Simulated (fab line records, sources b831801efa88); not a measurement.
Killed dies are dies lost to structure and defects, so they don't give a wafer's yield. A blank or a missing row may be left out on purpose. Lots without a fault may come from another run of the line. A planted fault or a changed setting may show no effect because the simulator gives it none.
Chamber matching | flow sky130 | SKY_VIA4_CMP_21 on cmp-02: 4 sister chambers
The step polishes, stops on SiO2, t overpolish 25 s, target thk 0 nm. 4 wafers are shown with their chamber, then 7 later ones without.

WAFERS WITH THEIR CHAMBER
wafer  | chamber | motor_current_A (A)
L997.4 | 3       | 8.6
L997.5 | 1       | 11.8
L100.4 | 2       | 12.2
L100.5 | 0       | 10.5

WAFERS WITHOUT THEIR CHAMBER
wafer  | motor_current_A (A)
L100.6 | 12.0
L108.1 | 9.7
L108.2 | 12.3
L108.4 | 12.4
L109.2 | 10.6
L109.4 | 12.3
L109.6 | 9.0

WHICH CHAMBER EACH WENT THROUGH
wafer  | from the rows above     | in truth
L100.6 | can't be placed: 1 or 2 | 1
L108.1 | can't be placed: 0 or 3 | 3
L108.2 | can't be placed: 2 or 1 | 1
L108.4 | can't be placed: 2 or 1 | 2
L109.2 | 0                       | 0
L109.4 | can't be placed: 2 or 1 | 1
L109.6 | 3                       | 3
Placed correctly: 2 of 7. Can't be placed from these rows: 5 (the true chamber is among the candidates in 5). Placed wrongly: 0.
How it was worked out, from the rows above alone: a wafer's distance from a chamber is the root of the sum, over the readings, of the square of ((its reading less the chamber's mean) divided by the reading's scatter). The wafer belongs to the nearest chamber; if the next one is less than 2 further off, it can't be placed. A chamber's mean is the mean of its shown wafers. The scatter: with one shown wafer a chamber, the root of the mean of the squares of how far each hidden wafer lies from its nearest shown one.
